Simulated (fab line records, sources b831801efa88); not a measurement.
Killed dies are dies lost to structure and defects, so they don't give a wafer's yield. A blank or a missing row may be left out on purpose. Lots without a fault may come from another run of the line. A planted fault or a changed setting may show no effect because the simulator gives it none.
Chamber matching ; flow sky130 ; SKY_VIA4_CMP_02 on cmp-02: 4 sister chambers
The step polishes SiO2. 18 wafers are shown with their chamber, then 9 later ones without.

WAFERS PAIRED WITH THEIR CHAMBERS
wafer;chamber;motor-current-A (A);platen-rpm (rpm);slurry-flow-ml-min
L426.1;1;12.6;59.92;150.4
L426.2;2;9.4;59.96;149.7
L426.4;0;12.8;59.94;149.5
L425.1;2;10.0;59.98;150.4
L425.5;2;9.4;60.03;149.7
L425.6;3;11.1;59.93;150.0
L427.2;3;11.1;59.97;150.5
L427.4;0;13.3;59.99;150.8
L427.5;1;12.5;59.92;150.0
L429.1;0;12.3;60.08;150.7
L429.4;2;9.3;59.96;149.9
L429.6;3;11.2;59.97;149.8
L438.1;0;12.6;60.00;149.8
L438.4;2;10.0;60.01;149.6
L438.6;0;12.7;60.03;149.5
L439.1;0;12.9;59.99;151.2
L439.2;1;12.1;59.99;150.6
L439.3;3;11.0;60.02;149.3

SIGNATURES (averages over the wafers above)
reading;chamber 0;chamber 1;chamber 2;chamber 3;scatter within a chamber
motor-current-A;12.767;12.400;9.620;11.100;0.293
platen-rpm;60.0050;59.9433;59.9880;59.9725;0.0398
slurry-flow-ml-min;150.250;150.333;149.860;149.900;0.539
Rule: for each reading, subtract the chamber's mean from the wafer's reading, divide by that reading's scatter and square the result; add these up over the readings and take the root, which gives the wafer's distance from the chamber. If the next closest chamber is less than 2 further off than the closest, the wafer can't be placed; otherwise it belongs to the closest. The scatter is the square root of a quotient: the sum, over the shown wafers, of each reading's squared deviation from its chamber's mean, divided by wafers minus chambers.

WAFERS WITH NO CHAMBER GIVEN
wafer;motor-current-A (A);platen-rpm (rpm);slurry-flow-ml-min
L443.1;12.2;60.05;150.1
L443.3;11.3;60.05;149.6
L443.6;12.5;60.05;150.8
L445.1;12.3;60.06;150.8
L445.4;9.8;60.02;150.7
L445.6;11.8;59.99;149.5
L444.1;9.2;59.95;150.2
L444.3;11.1;59.97;150.7
L444.5;9.7;60.04;149.9

THE CHAMBER EACH PASSED THROUGH
wafer;from the rows above;in truth
L443.1;can't be placed: 0 or 1 or 3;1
L443.3;3;3
L443.6;can't be placed: 0 or 1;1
L445.1;can't be placed: 0 or 1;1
L445.4;2;2
L445.6;can't be placed: 3 or 1 or 0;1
L444.1;2;2
L444.3;3;3
L444.5;2;2
5 of 9 placed correctly. Unplaceable from these rows: 4, with the true chamber sitting among the candidates in 4. Wrongly placed: 0.
